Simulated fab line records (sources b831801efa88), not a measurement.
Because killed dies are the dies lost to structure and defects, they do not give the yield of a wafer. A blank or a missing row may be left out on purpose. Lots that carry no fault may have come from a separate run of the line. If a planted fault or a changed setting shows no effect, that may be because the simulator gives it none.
Matching of chambers | flow sky130 | SKY_VIA1_CMP_02 on cmp-01: 4 sister chambers
The step polishes SiO2. 36 wafers are shown with their chamber, then 12 later ones without.

== WAFERS WITH THEIR CHAMBER ==
wafer  | chamber | motor_current_A (A) | slurry_filter_dp_kPa (kPa)
L075.1 | 0       | 13.8                | 13.47
L075.5 | 0       | 13.3                | 13.38
L075.6 | 1       | 14.1                | 13.47
L076.1 | 0       | 14.2                | 13.53
L076.3 | 3       | 14.0                | 13.49
L076.5 | 3       | 13.6                | 13.27
L077.1 | 0       | 13.3                | 13.32
L077.2 | 3       | 13.7                | 13.83
L077.3 | 2       | 10.8                | 13.44
L078.2 | 3       | 13.3                | 13.67
L078.5 | 2       | 11.4                | 13.57
L078.6 | 1       | 14.0                | 13.49
L080.2 | 1       | 13.0                | 13.45
L080.3 | 2       | 11.0                | 13.60
L080.6 | 3       | 13.2                | 13.33
L082.3 | 0       | 14.5                | 13.73
L082.5 | 2       | 11.0                | 13.49
L082.6 | 1       | 14.2                | 13.51
L083.2 | 2       | 11.3                | 13.60
L083.5 | 0       | 15.0                | 13.35
L083.6 | 1       | 14.7                | 13.66
L085.2 | 0       | 13.2                | 13.60
L085.3 | 1       | 13.5                | 13.57
L085.6 | 0       | 13.6                | 13.77
L086.1 | 0       | 13.6                | 13.54
L086.2 | 3       | 13.2                | 13.58
L086.3 | 2       | 11.0                | 13.46
L087.1 | 3       | 13.0                | 13.40
L087.3 | 0       | 14.1                | 13.32
L087.6 | 0       | 14.2                | 13.30
L090.1 | 2       | 11.1                | 13.17
L090.5 | 1       | 13.9                | 13.41
L090.6 | 2       | 11.4                | 13.50
L092.3 | 1       | 14.5                | 13.42
L092.4 | 3       | 13.1                | 13.25
L092.5 | 2       | 11.6                | 13.52

SIGNATURES, as means of the wafers listed above
reading              | chamber 0 | chamber 1 | chamber 2 | chamber 3 | scatter within a chamber
motor_current_A      | 13.891    | 13.988    | 11.178    | 13.387    | 0.454
slurry_filter_dp_kPa | 13.4827   | 13.4975   | 13.4833   | 13.4775   | 0.154
Rule: a wafer's distance from a chamber is the root of the sum, over the readings, of the square of ((its reading less the chamber's mean) divided by the reading's scatter). If the next closest chamber is less than 2 further off than the closest, the wafer can't be placed; otherwise it belongs to the closest. The scatter: the root of (the sum of the squares of (reading less its chamber's mean) over the shown wafers, divided by (wafers less chambers)).

== WAFERS WITHOUT THEIR CHAMBER ==
wafer  | motor_current_A (A) | slurry_filter_dp_kPa (kPa)
L093.1 | 14.2                | 13.54
L093.5 | 14.4                | 13.33
L093.6 | 13.7                | 13.64
L094.3 | 11.4                | 13.31
L094.5 | 13.8                | 13.45
L094.6 | 13.6                | 13.31
L095.2 | 11.1                | 13.38
L095.4 | 13.3                | 13.32
L095.5 | 14.7                | 13.43
L096.4 | 13.4                | 13.63
L096.5 | 13.6                | 13.49
L096.6 | 13.3                | 13.42

== CHAMBER TAKEN BY EACH ==
wafer  | from the rows above          | in truth
L093.1 | can't be placed: 1 or 0 or 3 | 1
L093.5 | can't be placed: 1 or 0 or 3 | 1
L093.6 | can't be placed: 0 or 1 or 3 | 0
L094.3 | 2                            | 2
L094.5 | can't be placed: 0 or 1 or 3 | 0
L094.6 | can't be placed: 3 or 0 or 1 | 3
L095.2 | 2                            | 2
L095.4 | can't be placed: 3 or 0 or 1 | 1
L095.5 | can't be placed: 1 or 0 or 3 | 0
L096.4 | can't be placed: 3 or 0 or 1 | 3
L096.5 | can't be placed: 3 or 0 or 1 | 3
L096.6 | can't be placed: 3 or 0 or 1 | 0
Placed correctly: 2 of 12. Unplaceable from these rows: 10, with the true chamber sitting among the candidates in 10. Number placed wrongly: 0.
